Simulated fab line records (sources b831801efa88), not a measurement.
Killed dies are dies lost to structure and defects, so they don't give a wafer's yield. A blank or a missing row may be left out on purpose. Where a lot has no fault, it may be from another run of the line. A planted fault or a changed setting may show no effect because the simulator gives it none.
The tool behind it: which one? / flow sky130 / 12 lots with 36 wafers sampled at 5 steps, on a route of 708 steps

== WHAT THE GAUGES SHOWED, per wafer ==
SKY_LI_CONTACT_OVL_MEAS_13. Usual: for LI_CONTACT_OVL the level is 0 nm and the standard deviation is 5.6.
lot=L173; measured=day 28 23:23; on=overlay-02; LI_CONTACT_OVL (nm)=-2 3 0; flag=
lot=L176; measured=day 30 04:27; on=overlay-02; LI_CONTACT_OVL (nm)=-14 -11 -12; flag=
lot=L177; measured=day 30 22:32; on=overlay-01; LI_CONTACT_OVL (nm)=-2 -4 1; flag=
lot=L182; measured=day 32 00:12; on=overlay-01; LI_CONTACT_OVL (nm)=-13 -14 -10; flag=
lot=L183; measured=day 32 06:11; on=overlay-02; LI_CONTACT_OVL (nm)=-4 -7 -4; flag=
lot=L184; measured=day 32 17:31; on=overlay-02; LI_CONTACT_OVL (nm)=3 -1 6; flag=
lot=L185; measured=day 32 22:18; on=overlay-01; LI_CONTACT_OVL (nm)=10 5 1; flag=
lot=L189; measured=day 34 20:42; on=overlay-01; LI_CONTACT_OVL (nm)=-3 -10 5; flag=
lot=L193; measured=day 35 15:27; on=overlay-02; LI_CONTACT_OVL (nm)=1 4 -1; flag=
lot=L192; measured=day 35 16:48; on=overlay-02; LI_CONTACT_OVL (nm)=11 3 13; flag=
lot=L194; measured=day 35 22:03; on=overlay-02; LI_CONTACT_OVL (nm)=-1 -3 -11; flag=
lot=L195; measured=day 36 02:33; on=overlay-02; LI_CONTACT_OVL (nm)=4 0 0; flag=

SKY_CONTACT_BOW_MEAS_05. Usual: for CONTACT_BOW the level is 81 um and the standard deviation is 7.1.
lot=L173; measured=day 30 06:22; on=film-metro-01; CONTACT_BOW (um)=87 89 79; flag=
lot=L176; measured=day 31 11:44; on=film-metro-01; CONTACT_BOW (um)=88 84 90; flag=
lot=L177; measured=day 32 05:43; on=film-metro-04; CONTACT_BOW (um)=80 76 85; flag=
lot=L182; measured=day 33 05:55; on=film-metro-04; CONTACT_BOW (um)=77 70 71; flag=
lot=L183; measured=day 33 12:10; on=film-metro-01; CONTACT_BOW (um)=79 93 90; flag=
lot=L184; measured=day 33 23:06; on=film-metro-03; CONTACT_BOW (um)=69 74 72; flag=
lot=L185; measured=day 34 04:20; on=film-metro-01; CONTACT_BOW (um)=83 80 89; flag=
lot=L189; measured=day 36 01:47; on=film-metro-01; CONTACT_BOW (um)=70 64 80; flag=
lot=L193; measured=day 36 20:19; on=film-metro-04; CONTACT_BOW (um)=86 79 83; flag=
lot=L192; measured=day 36 22:22; on=film-metro-03; CONTACT_BOW (um)=76 76 87; flag=
lot=L194; measured=day 37 02:15; on=film-metro-04; CONTACT_BOW (um)=85 91 87; flag=
lot=L195; measured=day 37 07:10; on=film-metro-04; CONTACT_BOW (um)=77 91 91; flag=

== WHICH TOOL RAN EACH LOT (tool, then ch and the chambers of the sampled wafers, then the start) ==
lot=L173; SKY_LI_CONTACT_COAT_06=litho-track-03 ch 0, day 28 08:40; SKY_LI_CONTACT_ETCH_14=rie-diel-03 ch 0,1, day 28 23:25; SKY_LI_CONTACT_STRIP_16=plasma-asher-02 ch 0,1, day 28 23:33
lot=L176; SKY_LI_CONTACT_COAT_06=litho-track-04 ch 0, day 29 13:56; SKY_LI_CONTACT_ETCH_14=rie-diel-03 ch 0,1,3, day 30 04:29; SKY_LI_CONTACT_STRIP_16=plasma-asher-04 ch 0,1, day 30 04:37
lot=L177; SKY_LI_CONTACT_COAT_06=litho-track-02 ch 0, day 30 07:35; SKY_LI_CONTACT_ETCH_14=rie-diel-04 ch 0,1,3, day 30 22:34; SKY_LI_CONTACT_STRIP_16=plasma-asher-02 ch 0,1, day 30 22:42
lot=L182; SKY_LI_CONTACT_COAT_06=litho-track-04 ch 0, day 31 10:20; SKY_LI_CONTACT_ETCH_14=rie-diel-03 ch 1,3, day 32 00:14; SKY_LI_CONTACT_STRIP_16=plasma-asher-02 ch 0,1, day 32 00:22
lot=L183; SKY_LI_CONTACT_COAT_06=litho-track-04 ch 0, day 31 15:08; SKY_LI_CONTACT_ETCH_14=rie-diel-04 ch 0,1,3, day 32 06:13; SKY_LI_CONTACT_STRIP_16=plasma-asher-02 ch 0,1, day 32 06:21
lot=L184; SKY_LI_CONTACT_COAT_06=litho-track-04 ch 0, day 32 03:44; SKY_LI_CONTACT_ETCH_14=rie-diel-03 ch 2,3, day 32 17:32; SKY_LI_CONTACT_STRIP_16=plasma-asher-01 ch 0,1, day 32 17:41
lot=L185; SKY_LI_CONTACT_COAT_06=litho-track-03 ch 0, day 32 08:40; SKY_LI_CONTACT_ETCH_14=rie-diel-03 ch 0,1, day 32 22:20; SKY_LI_CONTACT_STRIP_16=plasma-asher-02 ch 0, day 32 22:28
lot=L189; SKY_LI_CONTACT_COAT_06=litho-track-02 ch 0, day 34 06:51; SKY_LI_CONTACT_ETCH_14=rie-diel-02 ch 1,2,3, day 34 20:44; SKY_LI_CONTACT_STRIP_16=plasma-asher-02 ch 0,1, day 34 20:52
lot=L193; SKY_LI_CONTACT_COAT_06=litho-track-02 ch 0, day 35 02:05; SKY_LI_CONTACT_ETCH_14=rie-diel-04 ch 1,2,3, day 35 15:29; SKY_LI_CONTACT_STRIP_16=plasma-asher-01 ch 0,1, day 35 15:37
lot=L192; SKY_LI_CONTACT_COAT_06=litho-track-04 ch 0, day 35 03:11; SKY_LI_CONTACT_ETCH_14=rie-diel-03 ch 0,3, day 35 16:49; SKY_LI_CONTACT_STRIP_16=plasma-asher-04 ch 0,1, day 35 16:59
lot=L194; SKY_LI_CONTACT_COAT_06=litho-track-04 ch 0, day 35 08:20; SKY_LI_CONTACT_ETCH_14=rie-diel-02 ch 0,2,3, day 35 22:05; SKY_LI_CONTACT_STRIP_16=plasma-asher-02 ch 0,1, day 35 22:13
lot=L195; SKY_LI_CONTACT_COAT_06=litho-track-03 ch 0, day 35 13:14; SKY_LI_CONTACT_ETCH_14=rie-diel-04 ch 1,2,3, day 36 02:35; SKY_LI_CONTACT_STRIP_16=plasma-asher-02 ch 0,1, day 36 02:43
- SKY_LI_CONTACT_COAT_06: resist thk 60 nm.
- SKY_LI_CONTACT_ETCH_14: etches BARC in N2/H2, stops on SiO2, time 45.9 s, target depth 60 nm.
- SKY_LI_CONTACT_STRIP_16: strips in O2/N2.

== AS READ BY THE TOOLS THEMSELVES (means over the sampled wafers that have a number; for cases with no such wafer, the mark the record gives instead) ==
SKY_LI_CONTACT_ETCH_14. Usual: chamber-pressure-mTorr 30.001 mTorr, standard deviation 0.027; drypump-motor-current-A 5.7 A, standard deviation 0.59; oes-product-au 0.854 a.u., standard deviation 0.0047; throttle-valve-pct 13.225 %, standard deviation 0.009.
lot=L173; tool=rie-diel-03; chamber-pressure-mTorr (mTorr)=30.007; drypump-motor-current-A (A)=5.8; oes-product-au (a.u.)=0.855; throttle-valve-pct (%)=13.229; flag=
lot=L176; tool=rie-diel-03; chamber-pressure-mTorr (mTorr)=30.004; drypump-motor-current-A (A)=5.9; oes-product-au (a.u.)=0.852; throttle-valve-pct (%)=13.221; flag=
lot=L177; tool=rie-diel-04; chamber-pressure-mTorr (mTorr)=29.993; drypump-motor-current-A (A)=5.1; oes-product-au (a.u.)=0.854; throttle-valve-pct (%)=13.217; flag=
lot=L182; tool=rie-diel-03; chamber-pressure-mTorr (mTorr)=29.997; drypump-motor-current-A (A)=6.0; oes-product-au (a.u.)=0.855; throttle-valve-pct (%)=13.230; flag=
lot=L183; tool=rie-diel-04; chamber-pressure-mTorr (mTorr)=30.011; drypump-motor-current-A (A)=5.1; oes-product-au (a.u.)=0.832; throttle-valve-pct (%)=13.232; flag=OFF
lot=L184; tool=rie-diel-03; chamber-pressure-mTorr (mTorr)=29.987; drypump-motor-current-A (A)=6.3; oes-product-au (a.u.)=0.839; throttle-valve-pct (%)=13.223; flag=OFF
lot=L185; tool=rie-diel-03; chamber-pressure-mTorr (mTorr)=30.020; drypump-motor-current-A (A)=5.4; oes-product-au (a.u.)=0.860; throttle-valve-pct (%)=13.225; flag=
lot=L189; tool=rie-diel-02; chamber-pressure-mTorr (mTorr)=30.020; drypump-motor-current-A (A)=5.8; oes-product-au (a.u.)=0.857; throttle-valve-pct (%)=13.229; flag=
lot=L193; tool=rie-diel-04; chamber-pressure-mTorr (mTorr)=29.994; drypump-motor-current-A (A)=5.4; oes-product-au (a.u.)=0.854; throttle-valve-pct (%)=13.217; flag=
lot=L192; tool=rie-diel-03; chamber-pressure-mTorr (mTorr)=29.999; drypump-motor-current-A (A)=6.4; oes-product-au (a.u.)=0.859; throttle-valve-pct (%)=13.228; flag=
lot=L194; tool=rie-diel-02; chamber-pressure-mTorr (mTorr)=29.996; drypump-motor-current-A (A)=5.8; oes-product-au (a.u.)=0.852; throttle-valve-pct (%)=13.222; flag=
lot=L195; tool=rie-diel-04; chamber-pressure-mTorr (mTorr)=29.990; drypump-motor-current-A (A)=5.4; oes-product-au (a.u.)=0.854; throttle-valve-pct (%)=13.225; flag=

SKY_LI_CONTACT_STRIP_16. Usual: chamber-pressure-mTorr 1500.1 mTorr, standard deviation 1.4; drypump-motor-current-A 5.64 A, standard deviation 0.24; oes-product-au 0.376 a.u., standard deviation 0.0045; strip-time-to-endpoint-s 3.51 s, standard deviation 0.041.
lot=L173; tool=plasma-asher-02; chamber-pressure-mTorr (mTorr)=1500.2; drypump-motor-current-A (A)=5.60; oes-product-au (a.u.)=0.377; strip-time-to-endpoint-s (s)=3.55; flag=
lot=L176; tool=plasma-asher-04; chamber-pressure-mTorr (mTorr)=1500.1; drypump-motor-current-A (A)=5.83; oes-product-au (a.u.)=0.378; strip-time-to-endpoint-s (s)=3.52; flag=
lot=L177; tool=plasma-asher-02; chamber-pressure-mTorr (mTorr)=1500.1; drypump-motor-current-A (A)=5.49; oes-product-au (a.u.)=0.375; strip-time-to-endpoint-s (s)=3.52; flag=
lot=L182; tool=plasma-asher-02; chamber-pressure-mTorr (mTorr)=1500.5; drypump-motor-current-A (A)=5.61; oes-product-au (a.u.)=0.378; strip-time-to-endpoint-s (s)=3.49; flag=
lot=L183; tool=plasma-asher-02; chamber-pressure-mTorr (mTorr)=1498.1; drypump-motor-current-A (A)=5.60; oes-product-au (a.u.)=0.373; strip-time-to-endpoint-s (s)=3.48; flag=
lot=L184; tool=plasma-asher-01; chamber-pressure-mTorr (mTorr)=1499.9; drypump-motor-current-A (A)=5.50; oes-product-au (a.u.)=0.374; strip-time-to-endpoint-s (s)=3.46; flag=
lot=L185; tool=plasma-asher-02; chamber-pressure-mTorr (mTorr)=1499.7; drypump-motor-current-A (A)=5.37; oes-product-au (a.u.)=0.377; strip-time-to-endpoint-s (s)=3.52; flag=
lot=L189; tool=plasma-asher-02; chamber-pressure-mTorr (mTorr)=1501.5; drypump-motor-current-A (A)=5.50; oes-product-au (a.u.)=0.373; strip-time-to-endpoint-s (s)=3.49; flag=
lot=L193; tool=plasma-asher-01; chamber-pressure-mTorr (mTorr)=1499.4; drypump-motor-current-A (A)=5.50; oes-product-au (a.u.)=0.371; strip-time-to-endpoint-s (s)=3.48; flag=
lot=L192; tool=plasma-asher-04; chamber-pressure-mTorr (mTorr)=1500.9; drypump-motor-current-A (A)=5.85; oes-product-au (a.u.)=0.377; strip-time-to-endpoint-s (s)=3.56; flag=
lot=L194; tool=plasma-asher-02; chamber-pressure-mTorr (mTorr)=1499.3; drypump-motor-current-A (A)=5.62; oes-product-au (a.u.)=0.375; strip-time-to-endpoint-s (s)=3.52; flag=
lot=L195; tool=plasma-asher-02; chamber-pressure-mTorr (mTorr)=1499.7; drypump-motor-current-A (A)=5.60; oes-product-au (a.u.)=0.375; strip-time-to-endpoint-s (s)=3.49; flag=

== THE ANSWER, worked out from the rows above alone ==
Rule: a lot counts as off when the mean over its wafers that have a number is more than 3 standard deviations away from the usual mean. Also off: a lot with no number at a reading for which 4 or more lots have one. Where the step has rows for the other lots, those lots are counted as sound. The gauges are gone through in route order, then the tools' own readings, and for those a lot's mean is taken as printed above. The first step at which some lot is off is used, and at that step the reading that is off furthest; a lot without a number counts as furthest.
Off: L183, L184, at SKY_LI_CONTACT_ETCH_14 (oes-product-au).
A tool fits if, at that step or a process step before it, it ran every lot that is off, and no sound lot after the first of them. Not one of the candidates tried fits.

== WHAT THE SIMULATOR PUT IN ==
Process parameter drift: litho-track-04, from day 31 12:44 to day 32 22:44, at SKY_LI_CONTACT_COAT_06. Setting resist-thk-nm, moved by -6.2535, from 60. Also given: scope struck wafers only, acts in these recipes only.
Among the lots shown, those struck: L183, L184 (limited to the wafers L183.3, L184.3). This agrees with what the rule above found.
